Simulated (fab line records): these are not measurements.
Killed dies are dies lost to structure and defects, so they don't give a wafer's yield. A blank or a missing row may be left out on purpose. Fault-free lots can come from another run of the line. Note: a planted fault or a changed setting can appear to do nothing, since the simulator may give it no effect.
The tool behind it: which one? || flow gf180mcu || at 1 step of a route of 602, 6 lots with 18 wafers sampled

WHAT THE GAUGES READ, wafer by wafer
GF_V2_CD_MEAS_14 targets a cd of 260 nm.
{"lot": "L943", "measured": "day 20 22:35", "on": "cd_sem-02", "cd_nm (nm)": "258.9 258.3 259.5"}
{"lot": "L945", "measured": "day 21 15:40", "on": "cd_sem-02", "cd_nm (nm)": "260.8 260.1 260.8"}
{"lot": "L950", "measured": "day 23 14:16", "on": "cd_sem-01", "cd_nm (nm)": "259.7 259.4 261.2"}
{"lot": "L953", "measured": "day 24 12:45", "on": "cd_sem-01", "cd_nm (nm)": "259.8 260.2 261.7"}
{"lot": "L955", "measured": "day 25 01:29", "on": "cd_sem-02", "cd_nm (nm)": "258.3 259.5 258.1"}
{"lot": "L963", "measured": "day 27 22:50", "on": "cd_sem-01", "cd_nm (nm)": "258.4 258.4 258.8"}

EACH LOT AND THE TOOL THAT RAN IT (in order: tool; ch and the chambers of the sampled wafers; start)
The record holds no process step before these readings.

THE ANSWER, worked out from the rows above alone
Rule: the lots themselves supply what counts as usual. Put in order of their means at a reading, lots are off if they are a third of the lots or fewer, leave a main group of 4 or more, and stand apart from it by a gap of 3 or more times the standard deviation of the main group's means; of several such gaps the widest counts. Not used: any main group whose means are identical at the precision the tables above print for the reading. A lot without any number at a reading at which 4 lots or more have one is off too. The other lots that the step has rows for count as sound.
No lot is off at any reading shown: from this, nothing can be told.

WHAT HAD BEEN PUT IN BY THE SIMULATOR
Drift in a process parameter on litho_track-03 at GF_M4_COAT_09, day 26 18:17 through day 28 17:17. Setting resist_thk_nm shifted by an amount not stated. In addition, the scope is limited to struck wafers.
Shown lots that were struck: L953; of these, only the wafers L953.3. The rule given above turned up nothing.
